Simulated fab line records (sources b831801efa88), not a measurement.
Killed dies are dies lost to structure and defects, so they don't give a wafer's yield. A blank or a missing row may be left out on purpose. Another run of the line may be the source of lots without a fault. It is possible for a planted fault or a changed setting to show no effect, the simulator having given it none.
Chamber matching	flow sky130	SKY_VIA3_ETCH_15 on rieDiel-02: 4 sister chambers
The step etches SiO2 in C4F8/O2/Ar, stops on TiN, target depth 507 nm, time 78 s. 4 wafers are shown with their chamber, then 7 later ones without.

EACH WAFER AND ITS CHAMBER
wafer	chamber	oesProductAu (a.u.)
L079.6	2	0.941
L081.4	3	0.948
L081.5	1	0.946
L083.5	0	0.943

WAFERS WITHOUT THEIR CHAMBER
wafer	oesProductAu (a.u.)
L083.6	0.949
L084.1	0.946
L084.3	0.944
L084.5	0.947
L094.1	0.943
L094.4	0.948
L094.6	0.943

EACH ONE'S CHAMBER
wafer	from the rows above	in truth
L083.6	3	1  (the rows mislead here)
L084.1	1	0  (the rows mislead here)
L084.3	can't be placed: 0 or 1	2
L084.5	can't be placed: 1 or 3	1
L094.1	0	0
L094.4	3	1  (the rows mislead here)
L094.6	0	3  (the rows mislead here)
1 of 7 placed correctly. From these rows, 2 cannot be placed; in 1 the true chamber is one of the candidates. 4 placed wrongly.
How it was worked out, from the rows above alone: a wafer's distance from a chamber is the root of the sum, over the readings, of the square of ((its reading less the chamber's mean) divided by the reading's scatter). If the next closest chamber is less than 2 further off than the closest, the wafer can't be placed; otherwise it belongs to the closest. Each chamber's mean is taken over the wafers shown for it. The scatter: with one shown wafer a chamber, the root of the mean of the squares of how far each hidden wafer lies from its nearest shown one.
